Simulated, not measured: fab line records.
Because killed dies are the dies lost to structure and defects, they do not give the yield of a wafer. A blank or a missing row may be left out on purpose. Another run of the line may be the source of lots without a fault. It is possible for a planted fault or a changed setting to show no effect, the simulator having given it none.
A lot that was struck, set against a sound lot | flow sky130 | 18 steps out of a route of 708
Sound: these wafers, L892.2, L892.3, L892.5. Struck: wafer L913.6; the same lot's L913.1 was not struck, so it is left out; see the end for the cause.
For every step that has rows: the tool of each side, followed by ch and its chambers, followed by its first start. Under that, the readings that differ: sound wafers | struck wafers | difference of the means | sigmas: that difference in standard deviations of wafers without a fault.
alike: a reading whose means differ by less than 2 such deviations, as well as words and numbers matching on both sides. not compared: withheld readings; readings where some wafer has no value; bounds like >300 that might hide an equal value; numbers whose values overlap and for which the record gives no deviation.
A row with sigmas, a row that says differs or no value, or rows on one side alone: a step with any of these is where the two part. Numbers that have no deviation but don't overlap get no sigmas and don't part them. Lack of a reading on every wafer of one side parts them only where that side has two or more wafers.

first, 3 steps without rows for these wafers: SKY_SONOS_ONO_WET_ETCH_18 (etches Si3N4 in H3PO4, target depth 15 nm, time 172 s); SKY_GATE_OXIDE_CLEAN_00 (cleans in SC1/SC2, time 150 s); SKY_GATE_OXIDE_OXIDATION_01 (stabilise 600 s, purge 300 s, target thk 10.268 nm).
SKY_GATE_OXIDE_THK_MEAS_02:
  sound: filmMetro-03 at day 12 16:29; struck: filmMetro-04 at day 19 21:54
  alike: GATE_OXIDE_OXIDATION_00_THK
then, 7 steps without rows for these wafers: SKY_GATE_OXIDE_DEHYDRATE_03 (time 60 s); SKY_GATE_OXIDE_HMDS_04 (prime time 60 s); SKY_GATE_OXIDE_COAT_05 (resist thk 1140 nm); SKY_GATE_OXIDE_SOFTBAKE_06 (time 60 s); SKY_GATE_OXIDE_EXPOSE_07 (exposes mask LVOM, target cd 600 nm); SKY_GATE_OXIDE_PEB_08; SKY_GATE_OXIDE_DEVELOP_09 (develop time 60 s).
SKY_GATE_OXIDE_OVL_MEAS_10:
  sound: overlay-02 at day 13 17:43; struck: overlay-02 at day 21 04:40
  alike: GATE_OXIDE_OVL
SKY_GATE_OXIDE_IMPLANT_11:
  sound on implanter-03 ch 0, day 13 17:47; struck on implanter-02 ch 0, day 21 04:42
then, 1 step without rows for these wafers: SKY_GATE_OXIDE_WET_ETCH_12 (etches SiO2 in dHF, target depth 16.8 nm, time 336 s).
SKY_GATE_OXIDE_STRIP_13: strips in O2/N2.
  sound on plasmaAsher-04 ch 0,1, day 13 18:01; struck on plasmaAsher-01 ch 0, day 21 04:58
  alike: drypumpMotorCurrentA, oesProductAu, stripTimeToEndpointS
  not compared: rfHoursCounterH
SKY_GATE_OXIDE_TW_MEAS_14:
  sound: filmMetro-03 at day 13 18:07; struck: filmMetro-01 at day 21 05:04
reading       | sound             | struck | difference | sigmas
GATE_OXIDE_TW | 224.4 225.1 223.7 | 217.9  | -6.5       | -5
then, 2 steps without rows for these wafers: SKY_GATE_OXIDE_CLEAN_15 (cleans in SC1/SC2, time 150 s); SKY_PAD_OPEN_PROBE_99.

## WHERE THEY PART
Within this record, at SKY_GATE_OXIDE_TW_MEAS_14 only.

WHY: the cause the simulator had injected
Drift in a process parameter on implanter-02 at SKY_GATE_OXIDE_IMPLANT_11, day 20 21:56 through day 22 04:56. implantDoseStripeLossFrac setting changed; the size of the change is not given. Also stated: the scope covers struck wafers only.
